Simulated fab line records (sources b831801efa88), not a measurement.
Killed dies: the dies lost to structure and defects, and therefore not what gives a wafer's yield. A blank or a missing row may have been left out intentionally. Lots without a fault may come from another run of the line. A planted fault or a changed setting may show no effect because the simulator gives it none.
Which tool did it? :: flow sky130 :: 36 wafers from 13 lots sampled at 5 of the route's 708 steps

== WHAT THE GAUGES SHOWED, per wafer ==
SKY_GATE_OXIDE_TW_MEAS_14.
lot: L341
measured: day 13 23:13
on: filmMetro-02
GATE_OXIDE_TW: 222.6 223.5 222.4

lot: L342
measured: day 14 09:41
on: filmMetro-02
GATE_OXIDE_TW: 222.1 222.3 223.0

lot: L345
measured: day 15 18:31
on: filmMetro-03
GATE_OXIDE_TW: 226.3 224.8 226.6

lot: L346
measured: day 15 22:58
on: filmMetro-03
GATE_OXIDE_TW: 225.6 225.8 226.4

lot: L349
measured: day 17 00:37
on: filmMetro-03
GATE_OXIDE_TW: 224.9 224.8

lot: L350
measured: day 17 07:08
on: filmMetro-02
GATE_OXIDE_TW: 221.9 222.4

lot: L352
measured: day 18 00:57
on: filmMetro-01
GATE_OXIDE_TW: 223.3 225.0

lot: L356
measured: day 19 10:13
on: filmMetro-02
GATE_OXIDE_TW: 224.2 224.1 222.9

lot: L358
measured: day 20 09:10
on: filmMetro-01
GATE_OXIDE_TW: 224.5 226.2 224.6

lot: L359
measured: day 20 16:30
on: filmMetro-03
GATE_OXIDE_TW: 226.7 226.2 225.6

lot: L360
measured: day 20 21:21
on: filmMetro-01
GATE_OXIDE_TW: 224.8 225.4 224.1

lot: L361
measured: day 21 06:19
on: filmMetro-02
GATE_OXIDE_TW: 223.2 225.0 223.7

lot: L362
measured: day 21 11:38
on: filmMetro-03
GATE_OXIDE_TW: 223.7 224.7 225.6

SKY_POLY_GATE_CD_MEAS_22.
lot: L341
measured: day 16 18:54
on: cdSem-01
cdNm (nm): 152.2 151.3 145.2

lot: L342
measured: day 17 03:04
on: cdSem-01
cdNm (nm): 152.1 152.0 148.9

lot: L345
measured: day 18 13:47
on: cdSem-01
cdNm (nm): 150.8 149.9 151.5

lot: L346
measured: day 18 18:28
on: cdSem-01
cdNm (nm): 149.5 149.1 150.0

lot: L349
measured: day 19 19:38
on: cdSem-02
cdNm (nm): 148.9 150.1

lot: L350
measured: day 20 03:05
on: cdSem-01
cdNm (nm): 150.9 151.9

lot: L352
measured: day 20 22:50
on: cdSem-01
cdNm (nm): 152.3 153.3

lot: L356
measured: day 22 08:09
on: cdSem-02
cdNm (nm): 149.2 148.8 150.2

lot: L358
measured: day 23 04:50
on: cdSem-02
cdNm (nm): 148.5 151.7 150.7

lot: L359
measured: day 23 10:34
on: cdSem-01
cdNm (nm): 147.0 144.4 147.5

lot: L360
measured: day 23 17:04
on: cdSem-01
cdNm (nm): 147.1 153.0 155.7

lot: L361
measured: day 24 03:07
on: cdSem-02
cdNm (nm): 148.5 146.3 146.1

lot: L362
measured: day 24 05:25
on: cdSem-02
cdNm (nm): 155.5 150.7 152.5

SKY_LDD_P_CD_MEAS_07: target cd 380 nm.
lot: L341
measured: day 19 06:50
on: cdSem-01
cdNm (nm): 379.7 380.8 380.7

lot: L342
measured: day 19 15:43
on: cdSem-02
cdNm (nm): 378.3 380.1 379.2

lot: L345
measured: day 21 04:38
on: cdSem-02
cdNm (nm): 382.2 380.8 379.1

lot: L346
measured: day 21 09:20
on: cdSem-02
cdNm (nm): 377.3 377.5 376.2

lot: L349
measured: day 22 09:30
on: cdSem-02
cdNm (nm): 424.7 422.6

lot: L350
measured: day 22 17:07
on: cdSem-02
cdNm (nm): 381.0 422.4

lot: L352
measured: day 23 11:57
on: cdSem-02
cdNm (nm): 424.9 424.3

lot: L356
measured: day 24 21:29
on: cdSem-01
cdNm (nm): 379.5 378.5 379.4

lot: L358
measured: day 25 16:13
on: cdSem-01
cdNm (nm): 378.7 377.4 375.4

lot: L359
measured: day 25 22:05
on: cdSem-02
cdNm (nm): 380.5 376.6 379.8

lot: L360
measured: day 26 03:49
on: cdSem-02
cdNm (nm): 378.3 380.5 380.1

lot: L361
measured: day 26 14:42
on: cdSem-02
cdNm (nm): 381.9 379.5 380.6

lot: L362
measured: day 26 17:26
on: cdSem-02
cdNm (nm): 375.7 374.0 375.4

== WHICH TOOL RAN EACH LOT (tool, then ch and the chambers of the sampled wafers, then the start) ==
lot: L341
SKY_SONOS_ONO_ETCH_15: rieDiel-01 ch 0,1, day 12 19:52
SKY_LDD_P_DEVELOP_06: lithoTrack-03 ch 0, day 19 06:41

lot: L342
SKY_SONOS_ONO_ETCH_15: rieDiel-03 ch 0,3, day 13 04:46
SKY_LDD_P_DEVELOP_06: lithoTrack-03 ch 0, day 19 15:34

lot: L345
SKY_SONOS_ONO_ETCH_15: rieDiel-02 ch 2,3, day 14 12:04
SKY_LDD_P_DEVELOP_06: lithoTrack-01 ch 0, day 21 04:29

lot: L346
SKY_SONOS_ONO_ETCH_15: rieDiel-01 ch 1,2,3, day 14 16:58
SKY_LDD_P_DEVELOP_06: lithoTrack-02 ch 0, day 21 09:11

lot: L349
SKY_SONOS_ONO_ETCH_15: rieDiel-03 ch 0,1, day 15 15:52
SKY_LDD_P_DEVELOP_06: lithoTrack-02 ch 0, day 22 09:22

lot: L350
SKY_SONOS_ONO_ETCH_15: rieDiel-03 ch 1,2, day 15 23:40
SKY_LDD_P_DEVELOP_06: lithoTrack-02 ch 0, day 22 16:59

lot: L352
SKY_SONOS_ONO_ETCH_15: rieDiel-01 ch 0,3, day 16 16:04
SKY_LDD_P_DEVELOP_06: lithoTrack-02 ch 0, day 23 11:49

lot: L356
SKY_SONOS_ONO_ETCH_15: rieDiel-03 ch 0,2,3, day 18 01:07
SKY_LDD_P_DEVELOP_06: lithoTrack-03 ch 0, day 24 21:20

lot: L358
SKY_SONOS_ONO_ETCH_15: rieDiel-02 ch 2,3, day 18 22:04
SKY_LDD_P_DEVELOP_06: lithoTrack-02 ch 0, day 25 16:05

lot: L359
SKY_SONOS_ONO_ETCH_15: rieDiel-02 ch 0,2,3, day 19 07:13
SKY_LDD_P_DEVELOP_06: lithoTrack-02 ch 0, day 25 21:56

lot: L360
SKY_SONOS_ONO_ETCH_15: rieDiel-03 ch 0,2,3, day 19 11:01
SKY_LDD_P_DEVELOP_06: lithoTrack-03 ch 0, day 26 03:40

lot: L361
SKY_SONOS_ONO_ETCH_15: rieDiel-02 ch 0,1, day 19 19:46
SKY_LDD_P_DEVELOP_06: lithoTrack-01 ch 0, day 26 14:34

lot: L362
SKY_SONOS_ONO_ETCH_15: rieDiel-01 ch 0,1, day 20 02:55
SKY_LDD_P_DEVELOP_06: lithoTrack-03 ch 0, day 26 17:17
- SKY_SONOS_ONO_ETCH_15: etches the open film in CHF3/O2, target depth 19.52 nm, time 7.8 s.
- SKY_LDD_P_DEVELOP_06: develop time 60 s.

== WHAT THE TOOLS THEMSELVES READ (means of the sampled wafers that have a number; where no wafer has one, the mark that the record gives instead) ==
SKY_SONOS_ONO_ETCH_15.
lot: L341
tool: rieDiel-01
O2_flow_sccm (sccm): 4.995
drypumpMotorCurrentA (A): 6.2
oesProductAu (a.u.): 1.011
throttleValvePct (%): 8.832

lot: L342
tool: rieDiel-03
O2_flow_sccm (sccm): 4.991
drypumpMotorCurrentA (A): 6.1
oesProductAu (a.u.): 0.993
throttleValvePct (%): 8.827

lot: L345
tool: rieDiel-02
O2_flow_sccm (sccm): 5.012
drypumpMotorCurrentA (A): 5.8
oesProductAu (a.u.): 0.987
throttleValvePct (%): 8.817

lot: L346
tool: rieDiel-01
O2_flow_sccm (sccm): 5.007
drypumpMotorCurrentA (A): 5.9
oesProductAu (a.u.): 0.984
throttleValvePct (%): 8.821

lot: L349
tool: rieDiel-03
O2_flow_sccm (sccm): 5.010
drypumpMotorCurrentA (A): 5.8
oesProductAu (a.u.): 1.004
throttleValvePct (%): 8.823

lot: L350
tool: rieDiel-03
O2_flow_sccm (sccm): 5.000
drypumpMotorCurrentA (A): 5.4
oesProductAu (a.u.): 0.996
throttleValvePct (%): 8.828

lot: L352
tool: rieDiel-01
O2_flow_sccm (sccm): 5.014
drypumpMotorCurrentA (A): 5.8
oesProductAu (a.u.): 1.000
throttleValvePct (%): 8.830

lot: L356
tool: rieDiel-03
O2_flow_sccm (sccm): 4.988
drypumpMotorCurrentA (A): 5.8
oesProductAu (a.u.): 0.991
throttleValvePct (%): 8.821

lot: L358
tool: rieDiel-02
O2_flow_sccm (sccm): 5.001
drypumpMotorCurrentA (A): 5.7
oesProductAu (a.u.): 1.003
throttleValvePct (%): 8.830

lot: L359
tool: rieDiel-02
O2_flow_sccm (sccm): 5.001
drypumpMotorCurrentA (A): 5.5
oesProductAu (a.u.): 0.996
throttleValvePct (%): 8.807

lot: L360
tool: rieDiel-03
O2_flow_sccm (sccm): 5.001
drypumpMotorCurrentA (A): 5.8
oesProductAu (a.u.): 0.988
throttleValvePct (%): 8.819

lot: L361
tool: rieDiel-02
O2_flow_sccm (sccm): 5.009
drypumpMotorCurrentA (A): 5.3
oesProductAu (a.u.): 0.997
throttleValvePct (%): 8.821

lot: L362
tool: rieDiel-01
O2_flow_sccm (sccm): 5.006
drypumpMotorCurrentA (A): 6.2
oesProductAu (a.u.): 1.002
throttleValvePct (%): 8.829

SKY_LDD_P_DEVELOP_06.
lot: L341
tool: lithoTrack-03
developerTempC (C): 22.99

lot: L342
tool: lithoTrack-03
developerTempC (C): 23.00

lot: L345
tool: lithoTrack-01
developerTempC (C): 23.02

lot: L346
tool: lithoTrack-02
developerTempC (C): 22.83

lot: L349
tool: lithoTrack-02
developerTempC (C): 22.99

lot: L350
tool: lithoTrack-02
developerTempC (C): 22.91

lot: L352
tool: lithoTrack-02
developerTempC (C): 23.03

lot: L356
tool: lithoTrack-03
developerTempC (C): 22.93

lot: L358
tool: lithoTrack-02
developerTempC (C): 22.95

lot: L359
tool: lithoTrack-02
developerTempC (C): 23.15

lot: L360
tool: lithoTrack-03
developerTempC (C): 23.05

lot: L361
tool: lithoTrack-01
developerTempC (C): 23.07

lot: L362
tool: lithoTrack-03
developerTempC (C): 23.05

== THE ANSWER, worked out from the rows above alone ==
Rule: the usual values come from the lots themselves. The widest of any qualifying gaps counts: lots, ordered by their means at a reading, are off when they make up no more than a third of the lots, leave a main group of 4 or more, and stand apart from it by 3 or more times the standard deviation of that group's means. If all means in a main group match to the digits the tables above print for the reading, that group is not used. A lot without any number at a reading at which 4 lots or more have one is off too. All remaining lots with rows at the step are treated as sound. Order of review: gauges by route order, followed by the tools' own readings, for which a lot's mean as printed above is used. At the first step where some lot is off, the reading lying furthest off is the one used; lots without a number count as furthest.
Off at SKY_LDD_P_CD_MEAS_07 (cdNm): L349, L350, L352. The main group: mean 378.8 nm, standard deviation 1.8.
A tool fits if, at a process step before that reading, it ran every lot that is off, and no sound lot after the first of them. Gauges at SKY_LDD_P_CD_MEAS_07: tried the same way as those tools. Of those tried, none fits.

== WHAT THE SIMULATOR HAD INSERTED ==
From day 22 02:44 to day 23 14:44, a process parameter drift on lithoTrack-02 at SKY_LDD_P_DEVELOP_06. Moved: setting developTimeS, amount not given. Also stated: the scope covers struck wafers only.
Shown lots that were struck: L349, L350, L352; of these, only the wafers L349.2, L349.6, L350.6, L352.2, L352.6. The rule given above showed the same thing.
